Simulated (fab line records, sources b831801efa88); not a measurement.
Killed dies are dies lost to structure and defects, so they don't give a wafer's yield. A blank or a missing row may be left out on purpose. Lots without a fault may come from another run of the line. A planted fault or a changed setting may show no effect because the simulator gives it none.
fab line records | flow gf180mcu
record lots=6 wafers=18 last_day=34
route steps=602 shown V2@392
lots that met no fault: from a run of the same line without faults
start_h: hours from the record's first day to the start of the lot's first wafer shown | wait_h: hours since the lot's step before | " the same as in the row above | L1.1+2: a row that stands for several wafers | - no value, or no start given | * or withheld: withheld | < > ~ a bound
route shown NAME@n: a module of which the file shows steps, and the number in the route of the first | usual: mean/standard deviation of fault-free wafers | same: alike in all rows | chamber/n: place in a boat | sites: the reading at each site | _std_site: their standard deviation | _edge_site: outer sites' mean less inner sites' | radius_mm: how far each site lies from the wafer's centre | mask NAME#n: copy n | behind: the tool/chamber that last shaped the wafer | hold: why the lot was held/for how many hours/how that ended | device: the transistor (n, p or np) that didn't switch | end of line: the same wafers' tests at the end of the route | a step without rows: its recipe alone | killed: dies lost to structure and defects at the first sort, not the wafer's yield | map: a wafer's dies, x killed, . not, _ none there
set.NAME: the setting as run; set.NAME@STEP: as run at that earlier step | model.NAME: the simulator's own value behind a step, which no gauge read
lots at some steps of the route; a table a step, a row a wafer
services: from which hour (start_h, from the record's first day; less than 0 if before it) a tool's chamber was out of use, for how many hours, and why
## steps
# step GF_V2_SOFTBAKE_10
# recipe temp_c=130 time_s=60 resist=KrF
# step GF_V2_EXPOSE_11
# recipe mask_id=Via2 target_cd_nm=260 na=0.68 source_shape=conventional sigma_outer=0.6 dose_mj=38
# step GF_V2_PEB_12
# recipe peb_temp_c=135 peb_time_s=90 resist=KrF
# step GF_V2_DEVELOP_13
# recipe develop_time_s=60 resist=KrF dev_temp_c=21
# step GF_V2_CD_MEAS_14
# recipe target_cd_nm=260
# usual cd_nm=260.0/1.5
# columns lot.wafer tool chamber start_h wait_h cd_nm
L349.1 cd_sem-02 - 512.59 0.1 260.9
L349.2 " - " " 260.8
L349.5 " - " " 261.0
L359.4 cd_sem-02 - 599.36 0.1 257.8
L359.5 " - " " 258.1
L359.6 " - " " 257.4
L360.2 cd_sem-02 - 602.11 0.1 259.6
L360.3 " - " " 259.5
L360.5 " - " " 258.6
L361.1 cd_sem-01 - 612.39 0.1 260.7
L361.2 " - " " 260.1
L361.5 " - " " 259.8
L365.1 cd_sem-01 - 630.94 0.1 259.9
L365.3 " - " " 257.7
L365.4 " - " " 258.3
L366.1 cd_sem-02 - 639.85 0.1 257.5
L366.2 " - " " 258.9
L366.5 " - " " 257.7
# step GF_V2_OVL_MEAS_15
# usual V2_OVL=1/6.1
# columns lot.wafer tool chamber start_h wait_h V2_OVL[nm]
L349.1 overlay-02 - 512.71 0.1 0
L349.2 " - " " -5
L349.5 " - " " 0
L359.4 overlay-01 - 599.44 0.1 11
L359.5 " - " " 2
L359.6 " - " " 5
L360.2 overlay-02 - 602.21 0.1 -7
L360.3 " - " " -8
L360.5 " - " " -6
L361.1 overlay-02 - 612.51 0.1 6
L361.2 " - " " 4
L361.5 " - " " 4
L365.1 overlay-02 - 631.06 0.1 -2
L365.3 " - " " -8
L365.4 " - " " -8
L366.1 overlay-01 - 639.97 0.1 2
L366.2 " - " " 0
L366.5 " - " " -6
# step GF_V2_ETCH_16
# recipe chemistry=N2/H2 target_depth_a=withheld overetch_a=withheld time_s=withheld target=BARC ion_energy_ev=200 source_w=500 bias_w=100 pressure_mtorr=30 n2_flow_sccm=100 h2_flow_sccm=200
# usual drypump_motor_current_A=5.6/0.44 oes_product_au=0.856/0.005 throttle_valve_pct=13.225/0.0092
# columns lot.wafer tool chamber start_h wait_h drypump_motor_current_A oes_product_au throttle_valve_pct
L349.1 rie_diel-03 1 512.74 0.0 5.6 0.856 13.227
L349.2 " 3 " " 5.7 0.864 13.239
L349.5 " 0 " " 5.0 0.859 13.246
L359.4 rie_diel-01 1 599.46 0.0 5.8 0.865 13.217
L359.5 " 3 " " 5.8 0.862 13.226
L359.6 " 0 " " 6.5 0.862 13.243
L360.2 rie_diel-04 0 602.24 0.0 5.6 0.857 13.242
L360.3 " 2 " " 6.5 0.847 13.220
L360.5 " 0 " " 5.6 0.860 13.216
L361.1 rie_diel-04 1 612.54 0.0 5.5 0.853 13.222
L361.2 " 0 " " 5.6 0.851 13.237
L361.5 " 2 " " 6.5 0.849 13.231
L365.1 rie_diel-04 0 631.09 0.0 5.5 0.859 13.222
L365.3 " 3 " " 6.0 0.849 13.222
L365.4 " 2 " " 6.6 0.857 13.219
L366.1 rie_diel-01 2 640.01 0.0 5.4 0.863 13.232
L366.2 " 0 " " 6.5 0.854 13.244
L366.5 " 2 " " 5.5 0.863 13.229
# step GF_V2_ETCH_17
# recipe chemistry=C4F8/O2/Ar mask_material=KrF target=SiO2 stop_on=TiN source_w=1500 bias_w=1200 pressure_mtorr=40 c4f8_flow_sccm=withheld O2_flow_sccm=6 Ar_flow_sccm=300 time_s=withheld target_depth_a=6300
# usual oes_product_au=0.856/0.0048
# columns lot.wafer tool chamber start_h wait_h oes_product_au
L349.1 rie_diel-03 1 - - 0.854
L349.2 " 3 " " 0.851
L349.5 " 0 " " 0.855
L359.4 rie_diel-01 1 - - 0.853
L359.5 " 3 " " 0.857
L359.6 " 0 " " 0.861
L360.2 rie_diel-04 0 - - 0.859
L360.3 " 2 " " 0.854
L360.5 " 0 " " 0.857
L361.1 rie_diel-04 1 - - 0.850
L361.2 " 0 " " 0.849
L361.5 " 2 " " 0.854
L365.1 rie_diel-04 0 - - 0.855
L365.3 " 3 " " 0.854
L365.4 " 2 " " 0.846
L366.1 rie_diel-01 2 - - 0.860
L366.2 " 0 " " 0.857
L366.5 " 2 " " 0.858
# step GF_V2_STRIP_18
# recipe chemistry=O2/N2 power_w=1400 pressure_mtorr=1500 platen_temp_c=250 o2_flow_sccm=3000 n2_flow_sccm=300 overash_fraction=0.5
# usual drypump_motor_current_A=6.0/0.69 heater_power_w=353/40 oes_product_au=0.595/0.0049
# columns lot.wafer tool chamber start_h wait_h drypump_motor_current_A heater_power_w oes_product_au rf_hours_counter_h
L349.1 plasma_asher-04 0 512.87 - 6.1 315 0.585 91
L349.2 " 1 " " 6.2 332 0.587 91
L349.5 " 0 " " 6.1 316 0.585 -
L359.4 plasma_asher-01 1 599.62 - 6.8 361 0.591 -
L359.5 " 0 " " 4.7 305 0.600 -
L359.6 " 1 " " 6.8 359 0.599 -
L360.2 plasma_asher-02 0 602.37 - 6.0 394 0.593 53
L360.3 " 1 " " 6.6 406 0.593 -
L360.5 " 1 " " 6.6 403 0.597 -
L361.1 plasma_asher-02 0 612.67 - 6.0 386 0.594 54
L361.2 " 1 " " 6.6 407 0.594 54
L361.5 " 0 " " 6.0 403 0.603 -
L365.1 plasma_asher-02 1 631.22 - 6.6 406 0.590 56
L365.3 " 0 " " 6.0 396 0.601 -
L365.4 " 1 " " 6.6 394 0.587 -
L366.1 plasma_asher-04 0 640.14 - 6.1 313 0.594 105
L366.2 " 1 " " 6.2 329 0.593 105
L366.5 " 1 " " 6.2 334 0.596 -
# step GF_V2_STRIP_19
# recipe chemistry=post_etch_residue_remover time_s=1200 temp_c=72.5
# step GF_V2_CLEAN_20
# recipe chemistry=DIW dry=n2_spin
# step GF_V2_SPUTTER_21
# recipe material=Ti target_thk_nm=15 chamber_pressure_pa=5 power_w=2500 substrate_temp_c=200 time_s=80.02
# usual cathode_dc_power_W=2500.0/0.44 chamber_pressure_pa=4.999/0.011 throttle_valve_pct=30.0/1.2
# columns lot.wafer tool chamber start_h wait_h cathode_dc_power_W chamber_pressure_pa throttle_valve_pct
L349.1 pvd_sputter-04 - 513.41 0.0 2499.6 4.997 31.5
L349.2 " - " " 2499.8 5.016 29.2
L349.5 " - " " 2500.3 5.024 30.4
L359.4 pvd_sputter-04 - 600.17 0.0 2499.6 5.001 30.1
L359.5 " - " " 2499.9 5.004 29.1
L359.6 " - " " 2499.8 5.000 29.5
L360.2 pvd_sputter-01 - 602.90 0.0 2500.3 5.010 29.3
L360.3 " - " " 2499.7 4.993 32.6
L360.5 " - " " 2500.6 5.003 29.2
L361.1 pvd_sputter-04 - 613.24 0.0 2499.3 5.021 30.3
L361.2 " - " " 2500.0 5.009 29.5
L361.5 " - " " 2500.4 4.999 29.3
L365.1 pvd_sputter-01 - 631.76 0.0 2500.0 4.984 29.8
L365.3 " - " " 2500.6 4.989 28.7
L365.4 " - " " 2500.1 4.994 29.5
L366.1 pvd_sputter-04 - 640.67 0.0 2499.9 5.006 29.2
L366.2 " - " " 2499.4 5.006 29.7
L366.5 " - " " 2499.5 5.000 29.5
# step GF_V2_SPUTTER_22
# recipe material=TiN target_thk_nm=10 chamber_pressure_pa=5 power_w=4000 time_s=40
# usual cathode_dc_power_W=4000.0/0.61 chamber_pressure_pa=4.998/0.0095 throttle_valve_pct=30.0/1.2
# columns lot.wafer tool chamber start_h wait_h cathode_dc_power_W chamber_pressure_pa throttle_valve_pct
L349.1 pvd_sputter-04 - 513.47 0.0 3999.8 4.998 31.6
L349.2 " - " " 4000.8 5.001 29.4
L349.5 " - " " 4000.4 4.991 30.2
L359.4 pvd_sputter-04 - 600.22 0.0 4000.2 5.003 30.5
L359.5 " - " " 3999.6 5.013 29.7
L359.6 " - " " 4000.4 5.002 29.3
L360.2 pvd_sputter-01 - 602.96 0.0 - - -
L360.3 " - " " - - -
L360.5 " - " " - - -
L361.1 pvd_sputter-04 - 613.30 0.0 - - -
L361.2 " - " " - - -
L361.5 " - " " - - -
L365.1 pvd_sputter-01 - 631.82 0.0 3999.7 4.982 29.8
L365.3 " - " " 3999.5 4.998 28.6
L365.4 " - " " 4001.1 4.986 29.5
L366.1 pvd_sputter-04 - 640.73 0.0 4000.5 4.992 29.3
L366.2 " - " " 4000.4 4.998 29.2
L366.5 " - " " 4001.8 4.989 29.2
# step GF_V2_CVD_23
# recipe material=W target_thk_nm=350 time_s=104.94 temp_c=400 pressure_torr=40
# usual heater_power_w=846/43
# columns lot.wafer tool chamber start_h wait_h heater_power_w
L349.1 cvd_w-02 0 513.51 0.0 773
L349.2 " 1 " " 884
L349.5 " 1 " " 898
L359.4 cvd_w-02 0 600.28 0.0 793
L359.5 " 0 " " 766
L359.6 " 1 " " 881
L360.2 cvd_w-01 1 603.00 0.0 841
L360.3 " 0 " " 900
L360.5 " 0 " " 872
L361.1 cvd_w-01 0 613.34 0.0 874
L361.2 " 1 " " 867
L361.5 " 0 " " 878
L365.1 cvd_w-01 0 631.86 0.0 863
L365.3 " 1 " " 859
L365.4 " 0 " " 897
L366.1 cvd_w-01 0 640.77 0.0 902
L366.2 " 1 " " 850
L366.5 " 1 " " 857
## services
# columns tool chamber start_h hours kind
rie_diel-01 3 512.89 - clean
rie_diel-01 3 512.89 23.8 scheduled_down
cvd_w-02 - 523.85 2.9 repair
rie_diel-04 1 536.84 4.8 repair
plasma_asher-04 - 546.46 0.9 repair
rie_diel-04 1 549.27 5.1 repair
rie_diel-04 3 552.65 2.6 repair
cvd_w-01 0 555.33 8.1 repair
cvd_w-01 - 568.91 4.3 pm
rie_diel-04 2 578.32 1.3 repair
rie_diel-04 3 579.22 17.4 repair
rie_diel-03 1 579.91 8.8 repair
rie_diel-01 - 584.01 2.8 pm
plasma_asher-02 - 588.08 0.8 repair
rie_diel-04 3 596.58 - clean
rie_diel-04 3 596.58 30.6 scheduled_down
rie_diel-04 3 596.58 30.6 vent_cycle
pvd_sputter-01 - 598.81 3.0 repair
rie_diel-03 3 606.93 14.0 repair
plasma_asher-04 - 610.75 1.7 repair
pvd_sputter-01 - 621.42 2.4 repair
plasma_asher-04 - 624.27 4.4 pm
cvd_w-01 - 627.16 0.9 repair
rie_diel-01 1 627.99 6.3 repair
## key
first_sign step=GF_V2_SPUTTER_22 reading=tool_record direction=missing
effect none on later readings
met_at GF_V2_SPUTTER_22
struck_wafers L360.2,L360.3,L360.5,L361.1,L361.2,L361.5
rows_end L361.1,L361.2,L361.5
later_rows_left_out L360.2,L360.3,L360.5
sort_left_out L360.2,L360.3,L360.5
onset_between 600.22 602.96
fault kind=skipped_step_whole tool=pvd_sputter-01,pvd_sputter-04 chamber=- onset_h=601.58 steps=GF_V2_SPUTTER_22 scope=struck_lots_only
# sort_left_out: the simulated sort isn't trusted on such a fault, so these wafers' sort isn't shown, and their yield isn't known
# later_rows_left_out: the simulator's readings of these wafers behind a module that went badly wrong aren't trusted and aren't shown, but for the sort
# rows_end: these wafers met a further fault down the route, and their rows from its step on are left out
